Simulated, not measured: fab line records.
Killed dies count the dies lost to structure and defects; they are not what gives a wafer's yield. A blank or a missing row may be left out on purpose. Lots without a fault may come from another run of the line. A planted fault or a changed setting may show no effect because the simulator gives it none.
fab line records	flow gf180mcu
record: lots: 24	wafers: 72	lastDay: 34
route steps=602 shown STI@26 SAB@277 M1@315 M2@364 V3@454 MIM@504
lots with no fault: from the same line, run without faults
startH: hours from the record's first day to the start of the lot's first wafer shown	waitH: time in hours since the lot's previous step	" same as the row above	L1.1+2: a single row standing in for several wafers	- no value present, or no start provided	* or withheld: withheld	< > ~ a bound
route shown NAME@n: NAME is a module with steps in the file, n the number in the route of the first one	usual: mean/standard deviation of fault-free wafers	same: alike in all rows	chamber/n: place in a boat	sites: readings site by site	_std_site: the values' standard deviation	_edge_site: inner sites' mean taken away from outer sites' mean	radiusMm: how far each site lies from the wafer's centre	mask NAME#n: copy n	behind: tool/chamber where the wafer was last shaped	hold: the reason the lot was held/the length of the hold in hours/how it ended	device: transistor that didn't switch, given as n, p or np	end of line: tests run on the same wafers once the route is complete	a step without rows: its recipe alone	killed: at the first sort, the dies lost to defects and structure; wafer yield is something else	map: a wafer's dies, x killed, . not, _ none there
set.NAME: the run value of the setting; set.NAME@STEP: its run value at that earlier step	model.NAME: the simulator's own value behind a step, which no gauge read
a sample of lots followed through the steps of the route, with each step as a table and each wafer as a row
services: the hour from which a tool's chamber was out of use, counted from the record's first day as startH (under 0 if before that day), plus the number of hours and why
== steps ==
step: GF_STI_CMP_25
recipe: stopOn: Si3N4	tOverpolishS: 33	downForcePsi: 4	platenRpm: 60	targetThkNm: 524.6	padVelocityMS: 0.94248
usual: motorCurrentA: 12.3/0.98	overpolishRunS: 32.999/0.0088	timeToEndpointS: 128/5.3
lot.wafer	tool	chamber	startH	waitH	motorCurrentA	overpolishRunS	timeToEndpointS
L074.2	cmp-02	2	27.38	0.0	11.0	33.009	135
L074.4	"	3	"	"	12.2	32.985	130
L074.6	"	2	"	"	11.3	33.002	135
L075.1	cmp-02	1	34.24	0.1	14.4	33.003	131
L075.3	"	3	"	"	11.8	33.017	130
L075.2	"	0	"	"	10.8	33.012	128
L076.1	cmp-01	0	37.86	0.1	12.0	33.002	129
L076.3	"	3	"	"	13.6	32.999	123
L076.6	"	1	"	"	12.1	33.015	122
L077.4	cmp-01	3	42.89	0.1	13.2	33.001	128
L077.1	"	0	"	"	12.8	32.987	134
L077.3	"	1	"	"	12.0	33.001	127
L078.1	cmp-01	1	49.35	0.4	12.4	32.993	125
L078.6	"	3	"	"	13.3	32.994	127
L078.5	"	0	"	"	12.4	32.987	130
L079.4	cmp-02	0	53.31	0.2	11.1	32.993	128
L079.6	"	1	"	"	14.4	33.006	130
L079.5	"	2	"	"	11.2	33.004	135
L080.4	cmp-01	1	58.52	0.0	12.2	32.997	125
L080.2	"	2	"	"	12.4	33.001	127
L080.5	"	2	"	"	12.9	32.998	125
L081.4	cmp-01	3	63.54	0.1	13.3	32.991	127
L081.1	"	0	"	"	11.3	32.985	125
L081.6	"	1	"	"	12.6	32.995	128
L082.2	cmp-02	2	72.39	0.1	11.1	33.009	122
L082.3	"	0	"	"	11.4	33.012	116
L082.6	"	2	"	"	11.3	32.998	126
L083.4	cmp-01	1	76.30	0.0	11.6	32.986	132
L083.1	"	2	"	"	12.7	33.011	137
L083.3	"	3	"	"	12.6	33.001	131
L084.4	cmp-01	0	83.15	0.2	12.4	32.995	135
L084.1	"	2	"	"	12.4	32.998	134
L084.6	"	0	"	"	12.1	32.992	132
L085.4	cmp-02	3	86.93	0.1	11.6	32.989	118
L085.5	"	2	"	"	11.6	32.981	128
L085.6	"	3	"	"	11.9	33.006	122
L086.4	cmp-01	0	92.44	0.1	12.1	32.998	134
L086.5	"	2	"	"	12.2	32.989	132
L086.6	"	3	"	"	13.1	33.003	125
L087.2	cmp-02	1	96.22	0.3	13.6	32.989	124
L087.6	"	3	"	"	12.5	32.996	112
L087.5	"	0	"	"	10.8	32.997	119
L088.3	cmp-01	0	103.74	0.2	11.9	32.993	129
L088.6	"	1	"	"	11.9	32.990	124
L088.5	"	2	"	"	12.3	32.978	133
L089.3	cmp-01	2	105.98	0.0	12.9	33.001	130
L089.1	"	3	"	"	13.2	32.998	131
L089.2	"	0	"	"	12.4	32.987	131
L090.3	cmp-01	2	111.57	0.1	12.2	32.992	125
L090.4	"	3	"	"	12.6	32.995	122
L090.6	"	1	"	"	12.4	33.003	120
L091.4	cmp-02	3	115.19	0.1	12.5	33.008	121
L091.3	"	0	"	"	10.7	33.008	123
L091.5	"	2	"	"	10.9	33.007	135
L092.2	cmp-02	1	122.62	0.1	14.0	33.009	128
L092.4	"	2	"	"	11.1	33.010	132
L092.5	"	1	"	"	14.4	32.996	128
L093.3	cmp-01	0	127.74	0.0	12.3	33.011	136
L093.4	"	2	"	"	11.7	32.988	133
L093.6	"	1	"	"	10.9	32.988	124
L094.4	cmp-02	2	131.15	0.0	10.9	33.012	127
L094.2	"	3	"	"	12.5	32.992	115
L094.3	"	1	"	"	14.5	33.005	121
L095.1	cmp-01	2	136.26	0.1	12.1	33.012	128
L095.5	"	2	"	"	13.1	32.991	133
L095.6	"	3	"	"	13.0	32.989	130
L096.3	cmp-02	2	141.71	0.1	11.2	33.007	136
L096.2	"	3	"	"	11.8	32.995	121
L096.5	"	2	"	"	11.1	33.008	132
L097.3	cmp-01	0	147.66	0.7	12.1	33.012	132
L097.6	"	0	"	"	12.7	32.998	131
L097.5	"	1	"	"	12.1	33.006	128
step: GF_SAB_STRIP_13
recipe: chemistry: O2/N2	powerW: 1400	pressureMtorr: 1500	platenTempC: 250	o2FlowSccm: 3000	n2FlowSccm: 300	overashFraction: 0.5
usual: drypumpMotorCurrentA: 5.3/0.53	heaterPowerW: 349/28	oesProductAu: 0.709/0.0046	stripTimeToEndpointS: 12.62/0.041
lot.wafer	tool	chamber	startH	waitH	drypumpMotorCurrentA	heaterPowerW	oesProductAu	rfHoursCounterH	stripTimeToEndpointS
L074.2	plasmaAsher-03	1	335.61	0.0	5.1	392	0.711	66	12.61
L074.4	"	0	"	"	5.0	328	0.708	-	12.58
L074.6	"	1	"	"	5.1	383	0.716	-	12.56
L075.1	plasmaAsher-01	1	346.05	0.0	6.1	349	0.705	24	12.60
L075.2	"	0	"	"	4.9	342	0.709	24	12.61
L075.3	"	1	"	"	6.1	355	0.710	-	12.61
L076.1	plasmaAsher-04	0	352.71	0.0	5.0	278	0.709	56	12.64
L076.3	"	0	"	"	5.0	283	0.711	-	12.62
L076.6	"	1	"	"	6.5	331	0.714	-	12.67
L077.1	plasmaAsher-03	1	359.13	0.0	5.1	385	0.709	69	12.60
L077.3	"	0	"	"	5.0	335	0.700	-	12.53
L077.4	"	1	"	"	5.1	382	0.716	-	12.58
L078.1	plasmaAsher-01	1	374.06	0.0	6.1	349	0.700	27	12.63
L078.5	"	0	"	"	4.9	340	0.701	-	12.61
L078.6	"	1	"	"	6.1	350	0.709	-	12.59
L079.4	plasmaAsher-03	0	386.63	0.0	4.9	337	0.708	-	12.58
L079.5	"	0	"	"	5.0	333	0.701	-	12.63
L079.6	"	1	"	"	5.1	386	0.707	-	12.61
L080.2	plasmaAsher-01	1	393.11	0.0	6.1	353	0.707	29	12.61
L080.4	"	0	"	"	4.9	331	0.711	-	12.59
L080.5	"	0	"	"	4.9	330	0.705	-	12.57
L081.1	plasmaAsher-03	1	402.40	0.0	5.1	387	0.714	73	12.63
L081.4	"	0	"	"	5.0	338	0.718	-	12.63
L081.6	"	0	"	"	5.0	335	0.710	-	12.62
L082.2	plasmaAsher-03	0	423.60	0.0	5.0	331	0.708	76	12.69
L082.3	"	0	"	"	5.0	335	0.710	-	12.65
L082.6	"	0	"	"	5.0	340	0.707	-	12.66
L083.1	plasmaAsher-03	0	430.00	0.0	5.0	334	0.704	77	12.54
L083.3	"	1	"	"	5.1	384	0.710	-	12.54
L083.4	"	0	"	"	5.0	332	0.708	-	12.57
L084.1	plasmaAsher-03	0	431.00	0.0	5.0	328	0.698	78	12.56
L084.4	"	0	"	"	5.0	336	0.706	-	12.61
L084.6	"	0	"	"	5.0	334	0.719	-	12.58
L086.4	plasmaAsher-01	0	446.71	0.1	4.9	336	0.706	-	12.67
L086.5	"	0	"	"	4.9	342	0.712	-	12.65
L086.6	"	1	"	"	6.1	355	0.705	-	12.67
L085.4	plasmaAsher-01	0	447.51	0.0	4.9	335	0.711	-	12.66
L085.5	"	0	"	"	4.9	336	0.714	-	12.67
L085.6	"	1	"	"	6.1	346	0.708	-	12.67
L087.2	plasmaAsher-01	0	462.65	0.0	4.9	335	0.711	39	12.64
L087.5	"	1	"	"	6.1	353	0.706	-	12.58
L087.6	"	0	"	"	4.9	340	0.709	-	12.63
L088.3	plasmaAsher-01	1	471.98	0.0	6.1	355	0.715	-	12.70
L088.5	"	1	"	"	6.1	365	0.699	-	12.67
L088.6	"	0	"	"	4.9	346	0.715	-	12.69
L089.1	plasmaAsher-03	1	472.73	0.0	5.1	389	0.714	83	12.62
L089.2	"	0	"	"	5.0	330	0.709	83	12.64
L089.3	"	0	"	"	4.9	340	0.704	-	12.63
L090.3	plasmaAsher-03	1	483.13	0.0	5.1	390	0.710	-	12.65
L090.4	"	0	"	"	5.0	335	0.715	-	12.59
L090.6	"	1	"	"	5.1	395	0.715	-	12.64
L091.3	plasmaAsher-03	1	492.37	0.0	5.1	388	0.704	-	12.66
L091.4	"	0	"	"	5.0	328	0.706	-	12.66
L091.5	"	1	"	"	5.1	394	0.711	-	12.67
L092.2	plasmaAsher-01	1	502.13	0.0	6.1	358	0.709	44	12.61
L092.4	"	1	"	"	6.1	345	0.707	-	12.63
L092.5	"	1	"	"	6.1	351	0.711	-	12.62
L094.2	plasmaAsher-03	0	511.14	0.0	5.0	332	0.709	88	12.64
L094.3	"	0	"	"	5.0	336	0.714	-	12.65
L094.4	"	1	"	"	5.1	383	0.713	-	12.57
L093.3	plasmaAsher-04	0	513.28	0.0	5.0	285	0.708	-	12.56
L093.4	"	1	"	"	6.5	328	0.701	-	12.60
L093.6	"	0	"	"	5.0	280	0.708	-	12.62
L095.1	plasmaAsher-03	0	519.46	0.0	5.0	344	0.701	89	12.65
L095.5	"	0	"	"	5.0	340	0.709	-	12.62
L095.6	"	1	"	"	5.1	394	0.709	-	12.61
L096.2	plasmaAsher-04	1	523.56	0.0	6.5	346	0.713	64	12.62
L096.3	"	1	"	"	6.5	330	0.716	-	12.65
L096.5	"	1	"	"	6.5	328	0.717	-	12.69
L097.3	plasmaAsher-01	1	532.44	0.0	6.1	345	0.707	-	12.70
L097.5	"	0	"	"	4.9	334	0.708	-	12.65
L097.6	"	1	"	"	6.1	361	0.712	-	12.68
step: GF_M1_SPUTTER_00
recipe: material: Ti	targetThkNm: 37.5	arrivingIonEnergyEv: 80	substrateTempC: 200	chamberPressurePa: 2	powerW: 4000	timeS: 150
usual: chamberPressurePa: 2.000/0.0035	throttleValvePct: 29.9/0.99
same: timeS: 150
lot.wafer	tool	chamber	startH	waitH	chamberPressurePa	throttleValvePct
L074.2	pvdSputter-02	-	359.89	0.1	2.002	29.5
L074.4	"	-	"	"	2.001	30.6
L074.6	"	-	"	"	1.997	31.3
L075.1	pvdSputter-03	-	370.77	0.1	2.004	28.1
L075.2	"	-	"	"	2.004	31.2
L075.3	"	-	"	"	2.005	29.9
L076.1	pvdSputter-02	-	377.54	0.2	1.996	29.7
L076.3	"	-	"	"	1.990	29.6
L076.6	"	-	"	"	2.003	31.5
L077.1	pvdSputter-02	-	384.13	0.2	2.005	29.1
L077.3	"	-	"	"	2.001	30.7
L077.4	"	-	"	"	2.005	31.6
L078.1	pvdSputter-04	-	399.27	0.1	1.995	30.4
L078.5	"	-	"	"	1.999	30.1
L078.6	"	-	"	"	2.001	30.2
L079.4	pvdSputter-02	-	412.23	0.1	2.003	31.3
L079.5	"	-	"	"	2.001	29.5
L079.6	"	-	"	"	2.003	31.5
L080.2	pvdSputter-03	-	418.78	0.2	1.999	28.1
L080.4	"	-	"	"	1.998	30.0
L080.5	"	-	"	"	2.006	29.9
L081.1	pvdSputter-04	-	428.53	0.1	2.000	30.1
L081.4	"	-	"	"	1.997	30.3
L081.6	"	-	"	"	2.004	30.5
L082.2	pvdSputter-02	-	449.63	0.2	1.995	30.7
L082.3	"	-	"	"	2.004	29.6
L082.6	"	-	"	"	1.999	30.8
L083.1	pvdSputter-04	-	456.77	0.2	1.993	28.7
L083.3	"	-	"	"	2.002	28.9
L083.4	"	-	"	"	1.997	30.4
L084.1	pvdSputter-02	-	457.24	0.1	2.001	30.6
L084.4	"	-	"	"	2.002	29.6
L084.6	"	-	"	"	1.995	29.3
L086.4	pvdSputter-02	-	473.28	0.1	1.999	31.2
L086.5	"	-	"	"	2.006	31.0
L086.6	"	-	"	"	1.997	29.6
L085.4	pvdSputter-02	-	474.07	0.1	1.998	30.9
L085.5	"	-	"	"	1.998	31.3
L085.6	"	-	"	"	1.999	30.9
L087.2	pvdSputter-03	-	489.08	0.2	2.010	27.8
L087.5	"	-	"	"	2.015	28.1
L087.6	"	-	"	"	2.005	29.8
L088.3	pvdSputter-02	-	498.35	0.1	2.000	29.4
L088.5	"	-	"	"	2.002	31.5
L088.6	"	-	"	"	1.995	29.4
L089.1	pvdSputter-03	-	499.40	0.2	1.998	30.0
L089.2	"	-	"	"	1.999	29.7
L089.3	"	-	"	"	2.001	28.3
L090.3	pvdSputter-03	-	509.72	0.1	2.002	29.8
L090.4	"	-	"	"	1.998	27.8
L090.6	"	-	"	"	1.997	29.7
L091.3	pvdSputter-02	-	519.00	0.1	1.997	29.4
L091.4	"	-	"	"	2.000	31.1
L091.5	"	-	"	"	1.998	29.5
L092.2	pvdSputter-03	-	527.98	0.2	1.998	27.9
L092.4	"	-	"	"	2.003	30.1
L092.5	"	-	"	"	1.991	31.3
L094.2	pvdSputter-04	-	536.61	0.1	2.004	30.3
L094.3	"	-	"	"	1.999	28.8
L094.4	"	-	"	"	2.001	28.5
L093.3	pvdSputter-03	-	538.90	0.1	2.002	29.9
L093.4	"	-	"	"	1.998	29.8
L093.6	"	-	"	"	2.000	29.7
L095.1	pvdSputter-02	-	544.71	0.1	2.001	30.4
L095.5	"	-	"	"	1.999	29.3
L095.6	"	-	"	"	2.005	29.9
L096.2	pvdSputter-04	-	549.50	0.2	2.004	30.1
L096.3	"	-	"	"	2.003	30.2
L096.5	"	-	"	"	2.003	30.1
L097.3	pvdSputter-02	-	557.74	0.1	2.006	29.6
L097.5	"	-	"	"	1.999	31.5
L097.6	"	-	"	"	2.004	30.5
step: GF_M2_SPUTTER_02
recipe: material: AlCu	targetThkNm: 450	powerW: 10600	timeS: 23.9	chamberPressurePa: 0.4
usual: chamberPressurePa: 0.4000/0.00094	throttleValvePct: 29.8/1.1
same: timeS: 23.9
lot.wafer	tool	chamber	startH	waitH	chamberPressurePa	throttleValvePct
L074.2	pvdSputter-01	-	407.73	0.0	0.4002	31.0
L074.4	"	-	"	"	0.3996	28.3
L074.6	"	-	"	"	0.4006	28.8
L075.1	pvdSputter-02	-	419.68	0.0	0.4018	29.7
L075.2	"	-	"	"	0.3999	29.4
L075.3	"	-	"	"	0.3999	31.2
L076.1	pvdSputter-02	-	426.58	0.0	0.3995	30.7
L076.3	"	-	"	"	0.4000	29.5
L076.6	"	-	"	"	0.4010	29.5
L077.1	pvdSputter-02	-	434.26	0.0	0.4015	30.1
L077.3	"	-	"	"	0.3985	31.3
L077.4	"	-	"	"	0.4000	29.4
L078.1	pvdSputter-01	-	450.39	0.0	0.3987	28.8
L078.5	"	-	"	"	0.4002	31.3
L078.6	"	-	"	"	0.3981	28.7
L079.4	pvdSputter-02	-	463.28	0.0	0.4011	29.5
L079.5	"	-	"	"	0.4002	29.3
L079.6	"	-	"	"	0.4009	29.5
L080.2	pvdSputter-03	-	469.43	0.0	0.4000	31.4
L080.4	"	-	"	"	0.4005	29.9
L080.5	"	-	"	"	0.3999	28.2
L081.1	pvdSputter-03	-	479.91	0.0	0.3995	31.3
L081.4	"	-	"	"	0.4017	30.2
L081.6	"	-	"	"	0.4004	28.1
L082.2	pvdSputter-03	-	500.83	0.0	0.3994	29.8
L082.3	"	-	"	"	0.4010	30.2
L082.6	"	-	"	"	0.3986	29.6
L083.1	pvdSputter-03	-	507.13	0.0	0.4007	29.6
L083.3	"	-	"	"	0.3998	27.9
L083.4	"	-	"	"	0.4003	29.8
L084.1	pvdSputter-02	-	508.08	0.0	0.3996	30.6
L084.4	"	-	"	"	0.4010	31.2
L084.6	"	-	"	"	0.3997	31.3
L086.4	pvdSputter-03	-	523.66	0.0	0.3995	31.5
L086.5	"	-	"	"	0.3999	31.4
L086.6	"	-	"	"	0.3978	30.1
L085.4	pvdSputter-03	-	525.00	0.0	0.4003	30.1
L085.5	"	-	"	"	0.3987	29.8
L085.6	"	-	"	"	0.3990	28.4
L087.2	pvdSputter-03	-	539.78	0.0	0.4010	30.1
L087.5	"	-	"	"	0.4002	30.0
L087.6	"	-	"	"	0.4004	29.6
L088.3	pvdSputter-02	-	547.48	0.0	0.4006	30.7
L088.5	"	-	"	"	0.4009	29.8
L088.6	"	-	"	"	0.4002	30.6
L089.1	pvdSputter-01	-	548.21	0.0	0.3988	31.3
L089.2	"	-	"	"	0.3994	28.9
L089.3	"	-	"	"	0.4011	28.5
L090.3	pvdSputter-03	-	559.12	0.0	0.3993	29.8
L090.4	"	-	"	"	0.3990	28.1
L090.6	"	-	"	"	0.4012	29.6
L091.3	pvdSputter-01	-	568.83	0.0	0.4003	31.3
L091.4	"	-	"	"	0.3987	28.9
L091.5	"	-	"	"	0.3984	28.5
L092.2	pvdSputter-03	-	575.33	0.0	0.4018	29.5
L092.4	"	-	"	"	0.4003	31.5
L092.5	"	-	"	"	0.4001	29.7
L094.2	pvdSputter-03	-	584.73	0.0	0.3995	31.6
L094.3	"	-	"	"	0.3987	29.5
L094.4	"	-	"	"	0.3994	27.9
L093.3	pvdSputter-01	-	585.93	0.0	0.3991	28.7
L093.4	"	-	"	"	0.4004	30.8
L093.6	"	-	"	"	0.4000	29.0
L095.1	pvdSputter-03	-	593.20	0.0	0.4002	28.0
L095.5	"	-	"	"	0.3993	29.6
L095.6	"	-	"	"	0.3999	28.1
L096.2	pvdSputter-02	-	595.73	0.0	0.4059	29.4
L096.3	"	-	"	"	0.4000	30.9
L096.5	"	-	"	"	0.3998	30.6
L097.3	pvdSputter-02	-	603.67	0.0	0.3987	30.0
L097.5	"	-	"	"	0.4011	29.8
L097.6	"	-	"	"	0.4002	30.6
step: GF_V3_THK_MEAS_25
recipe: thkMeasGauge: xrf	reads: W_of_V3_CVD_23
usual: V3_W_THK: 348/6.6
lot.wafer	tool	chamber	startH	waitH	V3_W_THK[nm]
L074.2	filmMetro-02	-	514.48	0.1	332
L074.4	"	-	"	"	341
L074.6	"	-	"	"	331
L075.1	filmMetro-02	-	519.79	0.1	354
L075.2	"	-	"	"	342
L075.3	"	-	"	"	352
L076.1	filmMetro-03	-	528.64	0.1	353
L076.3	"	-	"	"	355
L076.6	"	-	"	"	345
L077.1	filmMetro-02	-	534.32	0.1	340
L077.3	"	-	"	"	344
L077.4	"	-	"	"	338
L078.1	filmMetro-01	-	550.39	0.1	344
L078.5	"	-	"	"	341
L078.6	"	-	"	"	344
L079.4	filmMetro-02	-	561.23	0.1	346
L079.5	"	-	"	"	345
L079.6	"	-	"	"	347
L080.2	filmMetro-03	-	569.45	0.1	348
L080.4	"	-	"	"	357
L080.5	"	-	"	"	358
L081.1	filmMetro-01	-	577.04	0.1	336
L081.4	"	-	"	"	338
L081.6	"	-	"	"	341
L082.2	filmMetro-03	-	596.20	0.1	345
L082.3	"	-	"	"	358
L082.6	"	-	"	"	341
L083.1	filmMetro-01	-	601.41	0.1	353
L083.3	"	-	"	"	351
L083.4	"	-	"	"	339
L084.1	filmMetro-03	-	602.06	0.1	344
L084.4	"	-	"	"	345
L084.6	"	-	"	"	343
L085.4	filmMetro-01	-	618.01	0.1	336
L085.5	"	-	"	"	340
L085.6	"	-	"	"	343
L086.4	filmMetro-03	-	618.92	0.1	343
L086.5	"	-	"	"	342
L086.6	"	-	"	"	352
L087.2	filmMetro-02	-	630.00	0.1	346
L087.5	"	-	"	"	347
L087.6	"	-	"	"	347
L088.3	filmMetro-02	-	636.71	0.1	345
L088.5	"	-	"	"	345
L088.6	"	-	"	"	348
L089.1	filmMetro-02	-	638.54	0.1	360
L089.2	"	-	"	"	354
L089.3	"	-	"	"	360
L090.3	filmMetro-02	-	648.16	0.1	350
L090.4	"	-	"	"	359
L090.6	"	-	"	"	361
L091.3	filmMetro-03	-	655.11	0.1	354
L091.4	"	-	"	"	351
L091.5	"	-	"	"	352
L092.2	filmMetro-02	-	663.33	0.1	347
L092.4	"	-	"	"	345
L092.5	"	-	"	"	344
L094.2	filmMetro-01	-	669.80	0.1	363
L094.3	"	-	"	"	353
L094.4	"	-	"	"	364
L093.3	filmMetro-03	-	670.86	0.1	356
L093.4	"	-	"	"	351
L093.6	"	-	"	"	356
L095.1	filmMetro-03	-	678.29	0.1	352
L095.5	"	-	"	"	353
L095.6	"	-	"	"	349
L096.2	filmMetro-01	-	680.15	0.1	354
L096.3	"	-	"	"	357
L096.5	"	-	"	"	349
L097.3	filmMetro-01	-	688.25	0.1	345
L097.5	"	-	"	"	349
L097.6	"	-	"	"	352
step: GF_MIM_SPUTTER_01
recipe: material: TiN	targetThkNm: 30	powerW: 6500	timeS: 25	chamberPressurePa: 0.4
usual: chamberPressurePa: 0.4000/0.00074	throttleValvePct: 29.9/0.9
same: timeS: 25
lot.wafer	tool	chamber	startH	waitH	chamberPressurePa	throttleValvePct
L074.2	pvdSputter-04	-	562.50	0.1	0.3998	28.8
L074.4	"	-	"	"	0.3991	28.7
L074.6	"	-	"	"	0.3994	28.6
L075.1	pvdSputter-03	-	569.18	0.1	0.3993	28.0
L075.2	"	-	"	"	0.3999	31.4
L075.3	"	-	"	"	0.4010	30.0
L076.1	pvdSputter-04	-	576.43	0.1	0.4012	30.4
L076.3	"	-	"	"	0.4000	29.1
L076.6	"	-	"	"	0.3994	30.3
L077.1	pvdSputter-02	-	581.25	0.1	0.3998	29.8
L077.3	"	-	"	"	0.4006	31.2
L077.4	"	-	"	"	0.3987	30.6
L078.1	pvdSputter-02	-	597.44	0.1	0.4008	31.3
L078.5	"	-	"	"	0.4007	29.4
L078.6	"	-	"	"	0.4012	29.6
L079.4	pvdSputter-02	-	606.59	0.1	0.4004	29.4
L079.5	"	-	"	"	0.4014	30.7
L079.6	"	-	"	"	0.3988	29.7
L080.2	pvdSputter-02	-	614.56	0.1	0.3994	29.8
L080.4	"	-	"	"	0.3999	29.4
L080.5	"	-	"	"	0.3994	29.3
L081.1	pvdSputter-02	-	622.44	0.1	0.3997	31.3
L081.4	"	-	"	"	0.3999	30.0
L081.6	"	-	"	"	0.4005	29.4
L082.2	pvdSputter-02	-	641.04	0.1	0.4013	29.7
L082.3	"	-	"	"	0.3991	30.7
L082.6	"	-	"	"	0.3995	29.6
L083.1	pvdSputter-03	-	644.46	0.1	0.3999	29.9
L083.3	"	-	"	"	0.3990	31.4
L083.4	"	-	"	"	0.3999	27.9
L084.1	pvdSputter-04	-	645.17	0.1	0.3997	30.2
L084.4	"	-	"	"	0.4001	28.8
L084.6	"	-	"	"	0.4003	30.5
L085.4	pvdSputter-02	-	661.00	0.1	0.3994	31.0
L085.5	"	-	"	"	0.3991	31.6
L085.6	"	-	"	"	0.3992	29.2
L086.4	pvdSputter-03	-	662.70	0.1	0.4012	29.8
L086.5	"	-	"	"	0.3997	31.3
L086.6	"	-	"	"	0.3997	30.1
L087.2	pvdSputter-02	-	672.66	0.1	0.3998	29.1
L087.5	"	-	"	"	0.3992	29.6
L087.6	"	-	"	"	0.3993	29.6
L088.3	pvdSputter-03	-	678.53	0.1	0.3999	28.1
L088.5	"	-	"	"	0.3998	29.9
L088.6	"	-	"	"	0.4017	29.9
L089.1	pvdSputter-02	-	679.86	0.1	0.4005	29.9
L089.2	"	-	"	"	0.3998	31.3
L089.3	"	-	"	"	0.3998	29.5
L090.3	pvdSputter-03	-	690.33	0.1	0.3991	27.8
L090.4	"	-	"	"	0.4005	30.1
L090.6	"	-	"	"	0.3995	29.6
L091.3	pvdSputter-02	-	696.44	0.1	0.3999	30.8
L091.4	"	-	"	"	0.3997	31.2
L091.5	"	-	"	"	0.3994	29.6
L092.2	pvdSputter-04	-	704.05	0.1	0.3988	30.3
L092.4	"	-	"	"	0.4001	28.5
L092.5	"	-	"	"	0.4003	30.3
L094.2	pvdSputter-02	-	710.48	0.1	0.3996	29.6
L094.3	"	-	"	"	0.3997	29.5
L094.4	"	-	"	"	0.3999	30.6
L093.3	pvdSputter-02	-	711.86	0.1	0.4001	29.3
L093.4	"	-	"	"	0.4012	31.1
L093.6	"	-	"	"	0.3996	29.4
L095.1	pvdSputter-03	-	719.04	0.1	0.3991	28.0
L095.5	"	-	"	"	0.3999	31.5
L095.6	"	-	"	"	0.4003	30.1
L096.2	pvdSputter-04	-	721.55	0.1	0.3990	28.7
L096.3	"	-	"	"	0.4005	29.0
L096.5	"	-	"	"	0.4002	28.8
L097.3	pvdSputter-03	-	728.14	0.1	0.4007	31.6
L097.5	"	-	"	"	0.4004	31.2
L097.6	"	-	"	"	0.3997	27.9
== services ==
tool	chamber	startH	hours	kind
cmp-01	-	55.95	1.9	repair
cmp-01	-	95.85	2.6	repair
pvdSputter-02	-	156.92	2.9	repair
cmp-01	-	157.46	0.9	repair
pvdSputter-03	-	175.61	2.2	repair
pvdSputter-02	-	216.59	17.7	repair
cmp-01	-	232.03	4.0	pm
cmp-01	-	262.44	6.0	pm
cmp-01	-	287.28	8.1	pm
cmp-01	-	364.35	0.3	repair
pvdSputter-02	-	429.72	1.2	repair
cmp-01	-	436.89	4.3	repair
pvdSputter-03	-	467.03	0.5	repair
pvdSputter-02	-	522.77	19.7	repair
cmp-01	-	572.03	4.0	pm
pvdSputter-03	-	580.09	2.6	repair
cmp-01	-	607.60	0.7	repair
cmp-01	-	656.28	4.9	pm
pvdSputter-02	-	658.98	0.5	repair
cmp-01	-	666.06	0.6	repair
cmp-01	-	668.23	1.3	repair
cmp-01	-	675.33	1.3	repair
cmp-01	-	684.73	0.2	repair
cmp-01	-	717.88	1.8	repair
== key ==
fault none
